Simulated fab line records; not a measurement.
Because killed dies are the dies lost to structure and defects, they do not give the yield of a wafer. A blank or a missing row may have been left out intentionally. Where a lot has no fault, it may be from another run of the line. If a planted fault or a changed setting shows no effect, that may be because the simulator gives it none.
Comparing a struck lot with a sound one	flow sky130	17 steps out of a route of 708
Sound: these wafers, L384.2, L384.4, L384.5. Struck: wafers L388.1, L388.2, L388.4. Last of all comes the cause.
Per side, at each step with rows, come the tool, then ch with its chambers, and then its first start. Under that, the readings that differ: sound wafers	struck wafers	difference of the means	sigmas: that difference in standard deviations of wafers without a fault.
alike: words and numbers the same on both sides, and readings whose means are apart by under 2 such deviations; not compared: readings that were withheld, readings missing a value for some wafer, numbers with overlapping values and no deviation given by the record, and bounds like >300 which may hide the same value.
Wherever a step has rows on one side only, a row that says differs or no value, or a row with sigmas, the two part there. Non-overlapping numbers with no deviation appear without sigmas and do not part them. A reading missing from all wafers of one side parts the sides only when that side holds two or more wafers.

first, 3 steps without rows for these wafers: SKY_VIA2_EXPOSE_09 (exposes mask VIM2, target cd 200 nm); SKY_VIA2_PEB_10; SKY_VIA2_DEVELOP_11 (develop time 60 s).
SKY_VIA2_CD_MEAS_12: the cd target is 200 nm.
  struck on cdSem-02, day 41 03:39; sound on cdSem-01, day 39 16:25
  alike: cdNm
SKY_VIA2_OVL_MEAS_13:
  struck on overlay-01, day 41 03:46; sound on overlay-02, day 39 16:32
  alike: VIA2_OVL
SKY_VIA2_ETCH_14: etches BARC in N2/H2, stops on SiO2, time 45.9 s, target depth 60 nm.
  sound on rieDiel-03 ch 0,1,2, day 39 16:34; struck on rieDiel-04 ch 1,2,3, day 41 03:49
  alike: drypumpMotorCurrentA, oesProductAu, rfFwdPowerW, throttleValvePct
  not compared: rfHoursCounterH
SKY_VIA2_ETCH_15: etches SiO2 in C4F8/O2/Ar, stops on TiN, target depth 546 nm, time 84 s.
  sound on rieDiel-03 ch 0,1,2, day 39 16:36; struck on rieDiel-04 ch 1,2,3, day 41 03:51
  alike: oesProductAu, rfFwdPowerW
  not compared: rfHoursCounterH
SKY_VIA2_STRIP_16: strips in O2/N2.
  sound on plasmaAsher-04 ch 1, day 39 16:40; struck on plasmaAsher-02 ch 0,1, day 41 03:55
  alike: drypumpMotorCurrentA, oesProductAu, stripTimeToEndpointS
  not compared: rfHoursCounterH
then, 3 steps without rows for these wafers: SKY_VIA2_STRIP_17 (strips in post etch residue remover, time 1200 s); SKY_VIA2_CLEAN_18 (cleans in IPA, time 180 s); SKY_VIA2_CLEAN_19 (cleans in O3/DIW).
SKY_VIA2_SPUTTER_20: material TiN, target thk 20 nm, time 80 s.
  struck on pvdSputter-02, day 41 04:31; sound on pvdSputter-02, day 39 17:16
  alike: throttleValvePct
SKY_VIA2_CVD_21: deposits W, target thk 420 nm, time 126.4 s.
  sound on cvdW-02 ch 0,1, day 39 17:19; struck on cvdW-01 ch 0,1, day 41 04:34
  alike: heaterPowerOuterW, heaterPowerW
SKY_VIA2_RS_MEAS_22: measures by four-point-probe.
  struck on filmMetro-04, day 41 04:42; sound on filmMetro-04, day 39 17:28
reading	sound	struck	difference	sigmas
VIA2_W_RS (ohm/sq)	0.267 0.274 0.268	0.313 0.314 0.310	+0.043	+14
SKY_VIA2_THK_MEAS_23: measures by xrf.
  struck on filmMetro-04, day 41 04:49; sound on filmMetro-04, day 39 17:35
reading	sound	struck	difference	sigmas
VIA2_W_THK (nm)	439 428 439	386 385 391	-48	-7
SKY_VIA2_CMP_24: polishes, stops on SiO2, t overpolish 20 s, target thk 0 nm.
  sound on cmp-01 ch 1,2,3, day 39 18:11; struck on cmp-01 ch 1,2,3, day 41 05:07
  alike: headPressurePsi, motorCurrentA, overpolishRunS, timeToEndpointS
SKY_PAD_OPEN_PROBE_99:
  rows exist in the record for the sound wafers here (prober-01, day 48 12:22), none for the struck ones

WHERE THEY PART
At SKY_VIA2_RS_MEAS_22 first; at SKY_PAD_OPEN_PROBE_99 last (within this record only).

WHY: what the simulator had put in
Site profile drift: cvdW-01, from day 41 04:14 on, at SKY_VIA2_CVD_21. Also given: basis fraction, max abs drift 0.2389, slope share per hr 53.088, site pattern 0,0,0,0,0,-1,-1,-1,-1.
